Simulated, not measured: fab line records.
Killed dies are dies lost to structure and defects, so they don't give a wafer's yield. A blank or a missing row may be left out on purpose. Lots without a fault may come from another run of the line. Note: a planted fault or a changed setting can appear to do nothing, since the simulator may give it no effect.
Which of the tools did it? / flow gf180mcu / Sampling: 24 lots, 72 wafers, 6 of 602 route steps

WHAT EACH GAUGE READ, for each wafer
GF_M5_CD_MEAS_07 targets a cd of 280 nm. Usual: cd_nm at 280.2 nm, with a standard deviation of 1.2.
lot=L074; measured=day 26 21:08; on=cd_sem-02; cd_nm (nm)=278.5 278.6 280.3; flag=
lot=L075; measured=day 26 22:08; on=cd_sem-02; cd_nm (nm)=280.1 279.6 278.6; flag=
lot=L076; measured=day 27 03:20; on=cd_sem-02; cd_nm (nm)=279.9 281.6 280.2; flag=
lot=L077; measured=day 27 07:37; on=cd_sem-01; cd_nm (nm)=281.3 281.9 282.0; flag=
lot=L078; measured=day 27 14:08; on=cd_sem-01; cd_nm (nm)=280.4 278.9 280.5; flag=
lot=L079; measured=day 28 08:30; on=cd_sem-01; cd_nm (nm)=278.8 280.5 280.4; flag=
lot=L080; measured=day 28 17:21; on=cd_sem-01; cd_nm (nm)=279.7 280.9 280.3; flag=
lot=L081; measured=day 28 18:15; on=cd_sem-01; cd_nm (nm)=279.5 281.1 280.8; flag=
lot=L082; measured=day 28 19:36; on=cd_sem-01; cd_nm (nm)=280.2 281.3 281.6; flag=
lot=L083; measured=day 29 06:47; on=cd_sem-01; cd_nm (nm)=278.6 279.0 280.0; flag=
lot=L084; measured=day 29 21:38; on=cd_sem-01; cd_nm (nm)=278.4 278.2 277.9; flag=
lot=L085; measured=day 30 05:31; on=cd_sem-01; cd_nm (nm)=278.2 278.8 278.6; flag=
lot=L086; measured=day 30 06:58; on=cd_sem-01; cd_nm (nm)=279.1 279.5 280.3; flag=
lot=L087; measured=day 30 10:13; on=cd_sem-02; cd_nm (nm)=280.1 280.8 281.1; flag=
lot=L088; measured=day 30 13:56; on=cd_sem-01; cd_nm (nm)=279.2 280.3 280.4; flag=
lot=L090; measured=day 31 11:43; on=cd_sem-02; cd_nm (nm)=282.6 282.7 281.6; flag=
lot=L089; measured=day 31 11:56; on=cd_sem-02; cd_nm (nm)=281.1 282.2 281.8; flag=
lot=L091; measured=day 31 19:37; on=cd_sem-01; cd_nm (nm)=280.0 280.0 280.0; flag=
lot=L092; measured=day 31 21:47; on=cd_sem-01; cd_nm (nm)=280.6 280.6 279.7; flag=
lot=L093; measured=day 32 01:59; on=cd_sem-02; cd_nm (nm)=278.9 277.9 278.9; flag=
lot=L094; measured=day 32 08:24; on=cd_sem-01; cd_nm (nm)=278.6 277.9 278.7; flag=
lot=L095; measured=day 32 11:55; on=cd_sem-01; cd_nm (nm)=278.6 280.3 279.4; flag=
lot=L096; measured=day 32 16:16; on=cd_sem-01; cd_nm (nm)=282.1 280.9 282.2; flag=
lot=L097; measured=day 32 21:20; on=cd_sem-02; cd_nm (nm)=281.7 281.1 281.2; flag=

GF_PASSIVATION_THK_MEAS_01. Usual: PASSIVATION_CVD_00_THK 1005 nm, standard deviation 14.
lot=L074; measured=day 28 17:10; on=film_metro-01; PASSIVATION_CVD_00_THK (nm)=984 993 1011; flag=
lot=L075; measured=day 28 17:44; on=film_metro-04; PASSIVATION_CVD_00_THK (nm)=996 997 1015; flag=
lot=L076; measured=day 28 22:40; on=film_metro-02; PASSIVATION_CVD_00_THK (nm)=1000 1000 1006; flag=
lot=L077; measured=day 29 02:31; on=film_metro-02; PASSIVATION_CVD_00_THK (nm)=1008 999 1001; flag=
lot=L078; measured=day 29 08:57; on=film_metro-02; PASSIVATION_CVD_00_THK (nm)=998 988 1008; flag=
lot=L079; measured=day 30 01:37; on=film_metro-01; PASSIVATION_CVD_00_THK (nm)=1010 1027 1039; flag=
lot=L080; measured=day 30 10:55; on=film_metro-04; PASSIVATION_CVD_00_THK (nm)=1009 1002 1019; flag=
lot=L081; measured=day 30 12:04; on=film_metro-04; PASSIVATION_CVD_00_THK (nm)=995 992 1011; flag=
lot=L082; measured=day 30 14:22; on=film_metro-01; PASSIVATION_CVD_00_THK (nm)=974 979 983; flag=
lot=L083; measured=day 30 23:49; on=film_metro-01; PASSIVATION_CVD_00_THK (nm)=1011 1005 1025; flag=
lot=L084; measured=day 31 13:32; on=film_metro-01; PASSIVATION_CVD_00_THK (nm)=986 994 1005; flag=
lot=L085; measured=day 31 20:58; on=film_metro-02; PASSIVATION_CVD_00_THK (nm)=1017 1030 1010; flag=
lot=L086; measured=day 31 22:39; on=film_metro-02; PASSIVATION_CVD_00_THK (nm)=1001 1023 1023; flag=
lot=L087; measured=day 32 02:13; on=film_metro-01; PASSIVATION_CVD_00_THK (nm)=983 998 1014; flag=
lot=L088; measured=day 32 04:47; on=film_metro-01; PASSIVATION_CVD_00_THK (nm)=991 1011 1007; flag=
lot=L090; measured=day 33 01:19; on=film_metro-01; PASSIVATION_CVD_00_THK (nm)=997 990 1006; flag=
lot=L089; measured=day 33 01:49; on=film_metro-01; PASSIVATION_CVD_00_THK (nm)=999 988 1015; flag=
lot=L091; measured=day 33 09:02; on=film_metro-01; PASSIVATION_CVD_00_THK (nm)=1001 1015 1016; flag=
lot=L092; measured=day 33 11:26; on=film_metro-04; PASSIVATION_CVD_00_THK (nm)=973 1006 995; flag=
lot=L093; measured=day 33 15:05; on=film_metro-02; PASSIVATION_CVD_00_THK (nm)=1005 1031 1024; flag=
lot=L094; measured=day 33 20:04; on=film_metro-01; PASSIVATION_CVD_00_THK (nm)=1004 995 1029; flag=
lot=L095; measured=day 34 00:42; on=film_metro-02; PASSIVATION_CVD_00_THK (nm)=995 993 1003; flag=
lot=L096; measured=day 34 04:25; on=film_metro-04; PASSIVATION_CVD_00_THK (nm)=985 986 996; flag=
lot=L097; measured=day 34 08:55; on=film_metro-02; PASSIVATION_CVD_00_THK (nm)=1005 1016 1029; flag=

WHAT TOOL EACH LOT RAN ON (gives the tool, then ch and the chambers of the sampled wafers, and finally the start)
lot=L074; GF_M4_METAL_ETCH_16=rie_metal-02 ch 0,1, day 24 01:36; GF_MIM_SPUTTER_00=pvd_sputter-03, day 25 02:29; GF_MIM_SPUTTER_07=pvd_sputter-04, day 25 02:49; GF_V5_SPUTTER_21=pvd_sputter-04, day 27 19:28
lot=L075; GF_M4_METAL_ETCH_16=rie_metal-03 ch 0,1, day 24 02:15; GF_MIM_SPUTTER_00=pvd_sputter-03, day 25 03:15; GF_MIM_SPUTTER_07=pvd_sputter-04, day 25 03:34; GF_V5_SPUTTER_21=pvd_sputter-04, day 27 20:35
lot=L076; GF_M4_METAL_ETCH_16=rie_metal-02 ch 0,1, day 24 07:46; GF_MIM_SPUTTER_00=pvd_sputter-02, day 25 08:37; GF_MIM_SPUTTER_07=pvd_sputter-03, day 25 08:55; GF_V5_SPUTTER_21=pvd_sputter-01, day 28 01:14
lot=L077; GF_M4_METAL_ETCH_16=rie_metal-04 ch 0,1, day 24 13:35; GF_MIM_SPUTTER_00=pvd_sputter-04, day 25 14:00; GF_MIM_SPUTTER_07=pvd_sputter-02, day 25 14:19; GF_V5_SPUTTER_21=pvd_sputter-01, day 28 05:37
lot=L078; GF_M4_METAL_ETCH_16=rie_metal-03 ch 0,1, day 24 18:46; GF_MIM_SPUTTER_00=pvd_sputter-03, day 25 19:24; GF_MIM_SPUTTER_07=pvd_sputter-02, day 25 19:43; GF_V5_SPUTTER_21=pvd_sputter-01, day 28 12:10
lot=L079; GF_M4_METAL_ETCH_16=rie_metal-02 ch 0,1, day 25 15:02; GF_MIM_SPUTTER_00=pvd_sputter-02, day 26 14:50; GF_MIM_SPUTTER_07=pvd_sputter-04, day 26 15:10; GF_V5_SPUTTER_21=pvd_sputter-02, day 29 05:05
lot=L080; GF_M4_METAL_ETCH_16=rie_metal-02 ch 0,1, day 26 01:23; GF_MIM_SPUTTER_00=pvd_sputter-04, day 27 00:56; GF_MIM_SPUTTER_07=pvd_sputter-02, day 27 01:14; GF_V5_SPUTTER_21=pvd_sputter-02, day 29 14:47
lot=L081; GF_M4_METAL_ETCH_16=rie_metal-04 ch 0,1, day 26 01:42; GF_MIM_SPUTTER_00=pvd_sputter-03, day 27 01:29; GF_MIM_SPUTTER_07=pvd_sputter-04, day 27 01:49; GF_V5_SPUTTER_21=pvd_sputter-04, day 29 15:29
lot=L082; GF_M4_METAL_ETCH_16=rie_metal-02 ch 0,1, day 26 04:18; GF_MIM_SPUTTER_00=pvd_sputter-02, day 27 03:44; GF_MIM_SPUTTER_07=pvd_sputter-04, day 27 04:02; GF_V5_SPUTTER_21=pvd_sputter-01, day 29 18:17
lot=L083; GF_M4_METAL_ETCH_16=rie_metal-02 ch 0,1, day 26 15:34; GF_MIM_SPUTTER_00=pvd_sputter-04, day 27 14:59; GF_MIM_SPUTTER_07=pvd_sputter-02, day 27 15:19; GF_V5_SPUTTER_21=pvd_sputter-02, day 30 03:59
lot=L084; GF_M4_METAL_ETCH_16=rie_metal-03 ch 0,1, day 27 08:04; GF_MIM_SPUTTER_00=pvd_sputter-04, day 28 07:02; GF_MIM_SPUTTER_07=pvd_sputter-02, day 28 07:21; GF_V5_SPUTTER_21=pvd_sputter-02, day 30 17:37
lot=L085; GF_M4_METAL_ETCH_16=rie_metal-04 ch 0,1, day 27 14:10; GF_MIM_SPUTTER_00=pvd_sputter-03, day 28 12:17; GF_MIM_SPUTTER_07=pvd_sputter-04, day 28 15:32; GF_V5_SPUTTER_21=pvd_sputter-02, day 31 01:56
lot=L086; GF_M4_METAL_ETCH_16=rie_metal-03 ch 0,1, day 27 16:41; GF_MIM_SPUTTER_00=pvd_sputter-03, day 28 15:39; GF_MIM_SPUTTER_07=pvd_sputter-02, day 28 15:58; GF_V5_SPUTTER_21=pvd_sputter-04, day 31 03:47
lot=L087; GF_M4_METAL_ETCH_16=rie_metal-02 ch 0,1, day 27 21:59; GF_MIM_SPUTTER_00=pvd_sputter-02, day 28 20:01; GF_MIM_SPUTTER_07=pvd_sputter-04, day 28 20:20; GF_V5_SPUTTER_21=pvd_sputter-01, day 31 06:56
lot=L088; GF_M4_METAL_ETCH_16=rie_metal-03 ch 0,1, day 28 02:01; GF_MIM_SPUTTER_00=pvd_sputter-04, day 28 23:59; GF_MIM_SPUTTER_07=pvd_sputter-03, day 29 00:17; GF_V5_SPUTTER_21=pvd_sputter-02, day 31 10:13
lot=L090; GF_M4_METAL_ETCH_16=rie_metal-03 ch 0,1, day 28 23:36; GF_MIM_SPUTTER_00=pvd_sputter-04, day 29 22:11; GF_MIM_SPUTTER_07=pvd_sputter-02, day 29 22:31; GF_V5_SPUTTER_21=pvd_sputter-04, day 32 07:21
lot=L089; GF_M4_METAL_ETCH_16=rie_metal-02 ch 0, day 29 00:31; GF_MIM_SPUTTER_00=pvd_sputter-03, day 29 23:20; GF_MIM_SPUTTER_07=pvd_sputter-02, day 29 23:38; GF_V5_SPUTTER_21=pvd_sputter-01, day 32 07:37
lot=L091; GF_M4_METAL_ETCH_16=rie_metal-03 ch 0,1, day 29 09:25; GF_MIM_SPUTTER_00=pvd_sputter-02, day 30 07:26; GF_MIM_SPUTTER_07=pvd_sputter-03, day 30 07:44; GF_V5_SPUTTER_21=pvd_sputter-04, day 32 15:32
lot=L092; GF_M4_METAL_ETCH_16=rie_metal-03 ch 0,1, day 29 12:04; GF_MIM_SPUTTER_00=pvd_sputter-04, day 30 09:28; GF_MIM_SPUTTER_07=pvd_sputter-03, day 30 09:46; GF_V5_SPUTTER_21=pvd_sputter-01, day 32 17:19
lot=L093; GF_M4_METAL_ETCH_16=rie_metal-02 ch 0,1, day 29 17:57; GF_MIM_SPUTTER_00=pvd_sputter-03, day 30 14:36; GF_MIM_SPUTTER_07=pvd_sputter-04, day 30 14:55; GF_V5_SPUTTER_21=pvd_sputter-02, day 32 21:50
lot=L094; GF_M4_METAL_ETCH_16=rie_metal-02 ch 0,1, day 30 00:18; GF_MIM_SPUTTER_00=pvd_sputter-02, day 30 21:47; GF_MIM_SPUTTER_07=pvd_sputter-03, day 30 22:05; GF_V5_SPUTTER_21=pvd_sputter-01, day 33 02:50
lot=L095; GF_M4_METAL_ETCH_16=rie_metal-04 ch 0,1, day 30 04:07; GF_MIM_SPUTTER_00=pvd_sputter-04, day 31 00:32; GF_MIM_SPUTTER_07=pvd_sputter-03, day 31 00:52; GF_V5_SPUTTER_21=pvd_sputter-04, day 33 07:05
lot=L096; GF_M4_METAL_ETCH_16=rie_metal-02 ch 0,1, day 30 08:27; GF_MIM_SPUTTER_00=pvd_sputter-02, day 31 05:49; GF_MIM_SPUTTER_07=pvd_sputter-04, day 31 06:08; GF_V5_SPUTTER_21=pvd_sputter-01, day 33 10:41
lot=L097; GF_M4_METAL_ETCH_16=rie_metal-02 ch 0,1, day 30 14:24; GF_MIM_SPUTTER_00=pvd_sputter-04, day 31 11:14; GF_MIM_SPUTTER_07=pvd_sputter-03, day 31 11:34; GF_V5_SPUTTER_21=pvd_sputter-04, day 33 15:21
- GF_M4_METAL_ETCH_16: etches the open film in Cl2/BCl3, stops on SiO2, target depth 627.5 nm, time 104.6 s.
- GF_MIM_SPUTTER_00: material Ti, target thk 37.5 nm, time 150 s.
- GF_MIM_SPUTTER_07: material TiN, target thk 60 nm, time 50 s.
- GF_V5_SPUTTER_21: material Ti, target thk 15 nm, time 80.02 s.

WHAT THE TOOLS THEMSELVES READ (means of the sampled wafers that have a number; where no wafer has one, the mark that the record gives instead)
GF_M4_METAL_ETCH_16. Usual: drypump_motor_current_A 5.72 A, standard deviation 0.29; oes_product_au 0.972 a.u., standard deviation 0.0064; throttle_valve_pct 28.250 %, standard deviation 0.01.
lot=L074; tool=rie_metal-02; drypump_motor_current_A (A)=5.76; oes_product_au (a.u.)=0.962; throttle_valve_pct (%)=28.250; flag=
lot=L075; tool=rie_metal-03; drypump_motor_current_A (A)=5.86; oes_product_au (a.u.)=0.965; throttle_valve_pct (%)=28.252; flag=
lot=L076; tool=rie_metal-02; drypump_motor_current_A (A)=5.72; oes_product_au (a.u.)=0.974; throttle_valve_pct (%)=28.243; flag=
lot=L077; tool=rie_metal-04; drypump_motor_current_A (A)=5.21; oes_product_au (a.u.)=0.968; throttle_valve_pct (%)=28.255; flag=
lot=L078; tool=rie_metal-03; drypump_motor_current_A (A)=5.78; oes_product_au (a.u.)=0.962; throttle_valve_pct (%)=28.256; flag=
lot=L079; tool=rie_metal-02; drypump_motor_current_A (A)=5.77; oes_product_au (a.u.)=0.971; throttle_valve_pct (%)=28.253; flag=
lot=L080; tool=rie_metal-02; drypump_motor_current_A (A)=5.78; oes_product_au (a.u.)=0.976; throttle_valve_pct (%)=28.254; flag=
lot=L081; tool=rie_metal-04; drypump_motor_current_A (A)=5.58; oes_product_au (a.u.)=0.966; throttle_valve_pct (%)=28.265; flag=
lot=L082; tool=rie_metal-02; drypump_motor_current_A (A)=5.76; oes_product_au (a.u.)=0.970; throttle_valve_pct (%)=28.257; flag=
lot=L083; tool=rie_metal-02; drypump_motor_current_A (A)=5.72; oes_product_au (a.u.)=0.976; throttle_valve_pct (%)=28.251; flag=
lot=L084; tool=rie_metal-03; drypump_motor_current_A (A)=5.86; oes_product_au (a.u.)=0.977; throttle_valve_pct (%)=28.251; flag=
lot=L085; tool=rie_metal-04; drypump_motor_current_A (A)=5.59; oes_product_au (a.u.)=0.970; throttle_valve_pct (%)=28.247; flag=
lot=L086; tool=rie_metal-03; drypump_motor_current_A (A)=5.86; oes_product_au (a.u.)=0.978; throttle_valve_pct (%)=28.256; flag=
lot=L087; tool=rie_metal-02; drypump_motor_current_A (A)=5.78; oes_product_au (a.u.)=0.976; throttle_valve_pct (%)=28.255; flag=
lot=L088; tool=rie_metal-03; drypump_motor_current_A (A)=5.78; oes_product_au (a.u.)=0.974; throttle_valve_pct (%)=28.246; flag=
lot=L090; tool=rie_metal-03; drypump_motor_current_A (A)=5.88; oes_product_au (a.u.)=0.977; throttle_valve_pct (%)=28.248; flag=
lot=L089; tool=rie_metal-02; drypump_motor_current_A (A)=5.69; oes_product_au (a.u.)=0.981; throttle_valve_pct (%)=28.240; flag=
lot=L091; tool=rie_metal-03; drypump_motor_current_A (A)=5.79; oes_product_au (a.u.)=0.978; throttle_valve_pct (%)=28.254; flag=
lot=L092; tool=rie_metal-03; drypump_motor_current_A (A)=5.81; oes_product_au (a.u.)=0.965; throttle_valve_pct (%)=28.257; flag=
lot=L093; tool=rie_metal-02; drypump_motor_current_A (A)=5.73; oes_product_au (a.u.)=0.974; throttle_valve_pct (%)=28.242; flag=
lot=L094; tool=rie_metal-02; drypump_motor_current_A (A)=5.74; oes_product_au (a.u.)=0.971; throttle_valve_pct (%)=28.259; flag=
lot=L095; tool=rie_metal-04; drypump_motor_current_A (A)=5.19; oes_product_au (a.u.)=0.973; throttle_valve_pct (%)=28.263; flag=
lot=L096; tool=rie_metal-02; drypump_motor_current_A (A)=5.71; oes_product_au (a.u.)=0.971; throttle_valve_pct (%)=28.256; flag=
lot=L097; tool=rie_metal-02; drypump_motor_current_A (A)=5.79; oes_product_au (a.u.)=0.972; throttle_valve_pct (%)=28.251; flag=

GF_MIM_SPUTTER_00. Usual: throttle_valve_pct at 29.9 %, with a standard deviation of 0.85.
lot=L074; tool=pvd_sputter-03; throttle_valve_pct (%)=30.1; flag=
lot=L075; tool=pvd_sputter-03; throttle_valve_pct (%)=29.9; flag=
lot=L076; tool=pvd_sputter-02; throttle_valve_pct (%)=28.8; flag=
lot=L077; tool=pvd_sputter-04; throttle_valve_pct (%)=30.1; flag=
lot=L078; tool=pvd_sputter-03; throttle_valve_pct (%)=29.9; flag=
lot=L079; tool=pvd_sputter-02; throttle_valve_pct (%)=29.1; flag=
lot=L080; tool=pvd_sputter-04; throttle_valve_pct (%)=30.0; flag=
lot=L081; tool=pvd_sputter-03; throttle_valve_pct (%)=30.1; flag=
lot=L082; tool=pvd_sputter-02; throttle_valve_pct (%)=29.5; flag=
lot=L083; tool=pvd_sputter-04; throttle_valve_pct (%)=30.0; flag=
lot=L084; tool=pvd_sputter-04; throttle_valve_pct (%)=30.0; flag=
lot=L085; tool=pvd_sputter-03; throttle_valve_pct (%)=29.8; flag=
lot=L086; tool=pvd_sputter-03; throttle_valve_pct (%)=30.3; flag=
lot=L087; tool=pvd_sputter-02; throttle_valve_pct (%)=29.5; flag=
lot=L088; tool=pvd_sputter-04; throttle_valve_pct (%)=30.5; flag=
lot=L090; tool=pvd_sputter-04; throttle_valve_pct (%)=29.9; flag=
lot=L089; tool=pvd_sputter-03; throttle_valve_pct (%)=29.6; flag=
lot=L091; tool=pvd_sputter-02; throttle_valve_pct (%)=29.1; flag=
lot=L092; tool=pvd_sputter-04; throttle_valve_pct (%)=30.9; flag=
lot=L093; tool=pvd_sputter-03; throttle_valve_pct (%)=30.1; flag=
lot=L094; tool=pvd_sputter-02; throttle_valve_pct (%)=30.1; flag=
lot=L095; tool=pvd_sputter-04; throttle_valve_pct (%)=30.1; flag=
lot=L096; tool=pvd_sputter-02; throttle_valve_pct (%)=30.0; flag=
lot=L097; tool=pvd_sputter-04; throttle_valve_pct (%)=29.6; flag=

GF_MIM_SPUTTER_07. Usual: throttle_valve_pct at 29.9 %, with a standard deviation of 0.82.
lot=L074; tool=pvd_sputter-04; throttle_valve_pct (%)=30.1; flag=
lot=L075; tool=pvd_sputter-04; throttle_valve_pct (%)=30.0; flag=
lot=L076; tool=pvd_sputter-03; throttle_valve_pct (%)=30.0; flag=
lot=L077; tool=pvd_sputter-02; throttle_valve_pct (%)=29.5; flag=
lot=L078; tool=pvd_sputter-02; throttle_valve_pct (%)=29.3; flag=
lot=L079; tool=pvd_sputter-04; throttle_valve_pct (%)=29.7; flag=
lot=L080; tool=pvd_sputter-02; throttle_valve_pct (%)=29.9; flag=
lot=L081; tool=pvd_sputter-04; throttle_valve_pct (%)=29.5; flag=
lot=L082; tool=pvd_sputter-04; throttle_valve_pct (%)=29.8; flag=
lot=L083; tool=pvd_sputter-02; throttle_valve_pct (%)=29.1; flag=
lot=L084; tool=pvd_sputter-02; throttle_valve_pct (%)=28.9; flag=
lot=L085; tool=pvd_sputter-04; throttle_valve_pct (%)=30.0; flag=
lot=L086; tool=pvd_sputter-02; throttle_valve_pct (%)=29.1; flag=
lot=L087; tool=pvd_sputter-04; throttle_valve_pct (%)=29.7; flag=
lot=L088; tool=pvd_sputter-03; throttle_valve_pct (%)=29.6; flag=
lot=L090; tool=pvd_sputter-02; throttle_valve_pct (%)=29.4; flag=
lot=L089; tool=pvd_sputter-02; throttle_valve_pct (%)=29.2; flag=
lot=L091; tool=pvd_sputter-03; throttle_valve_pct (%)=30.6; flag=
lot=L092; tool=pvd_sputter-03; throttle_valve_pct (%)=30.0; flag=
lot=L093; tool=pvd_sputter-04; throttle_valve_pct (%)=30.5; flag=
lot=L094; tool=pvd_sputter-03; throttle_valve_pct (%)=30.0; flag=
lot=L095; tool=pvd_sputter-03; throttle_valve_pct (%)=30.0; flag=
lot=L096; tool=pvd_sputter-04; throttle_valve_pct (%)=30.1; flag=
lot=L097; tool=pvd_sputter-03; throttle_valve_pct (%)=29.4; flag=

GF_V5_SPUTTER_21. Usual: throttle_valve_pct at 30.2 %, with a standard deviation of 0.88.
lot=L074; tool=pvd_sputter-04; throttle_valve_pct (%)=29.9; flag=
lot=L075; tool=pvd_sputter-04; throttle_valve_pct (%)=30.7; flag=
lot=L076; tool=pvd_sputter-01; throttle_valve_pct (%)=30.4; flag=
lot=L077; tool=pvd_sputter-01; throttle_valve_pct (%)=30.6; flag=
lot=L078; tool=pvd_sputter-01; throttle_valve_pct (%)=30.4; flag=
lot=L079; tool=pvd_sputter-02; throttle_valve_pct (%)=30.1; flag=
lot=L080; tool=pvd_sputter-02; throttle_valve_pct (%)=29.8; flag=
lot=L081; tool=pvd_sputter-04; throttle_valve_pct (%)=30.9; flag=
lot=L082; tool=pvd_sputter-01; throttle_valve_pct (%)=31.2; flag=
lot=L083; tool=pvd_sputter-02; throttle_valve_pct (%)=28.8; flag=
lot=L084; tool=pvd_sputter-02; throttle_valve_pct (%)=29.9; flag=
lot=L085; tool=pvd_sputter-02; throttle_valve_pct (%)=29.4; flag=
lot=L086; tool=pvd_sputter-04; throttle_valve_pct (%)=29.8; flag=
lot=L087; tool=pvd_sputter-01; throttle_valve_pct (%)=30.6; flag=
lot=L088; tool=pvd_sputter-02; throttle_valve_pct (%)=29.3; flag=
lot=L090; tool=pvd_sputter-04; throttle_valve_pct (%)=29.9; flag=
lot=L089; tool=pvd_sputter-01; throttle_valve_pct (%)=31.1; flag=
lot=L091; tool=pvd_sputter-04; throttle_valve_pct (%)=29.7; flag=
lot=L092; tool=pvd_sputter-01; throttle_valve_pct (%)=30.9; flag=
lot=L093; tool=pvd_sputter-02; throttle_valve_pct (%)=29.6; flag=
lot=L094; tool=pvd_sputter-01; throttle_valve_pct (%)=30.5; flag=
lot=L095; tool=pvd_sputter-04; throttle_valve_pct (%)=30.5; flag=
lot=L096; tool=pvd_sputter-01; throttle_valve_pct (%)=31.0; flag=
lot=L097; tool=pvd_sputter-04; throttle_valve_pct (%)=30.8; flag=

THE ANSWER, worked out from the rows above alone
Rule: take the mean of a lot's wafers that have a number; if it is more than 3 standard deviations from the usual mean, the lot is off. Also off: a lot with no number at a reading for which 4 or more lots have one. All remaining lots with rows at the step are treated as sound. The gauges are gone through in route order, then the tools' own readings, and for those a lot's mean is taken as printed above. The first step at which some lot is off is used, and at that step the reading that is off furthest; a lot without a number counts as furthest.
Nothing can be told from this: no lot is off at any reading shown.

WHAT HAD BEEN PUT IN BY THE SIMULATOR
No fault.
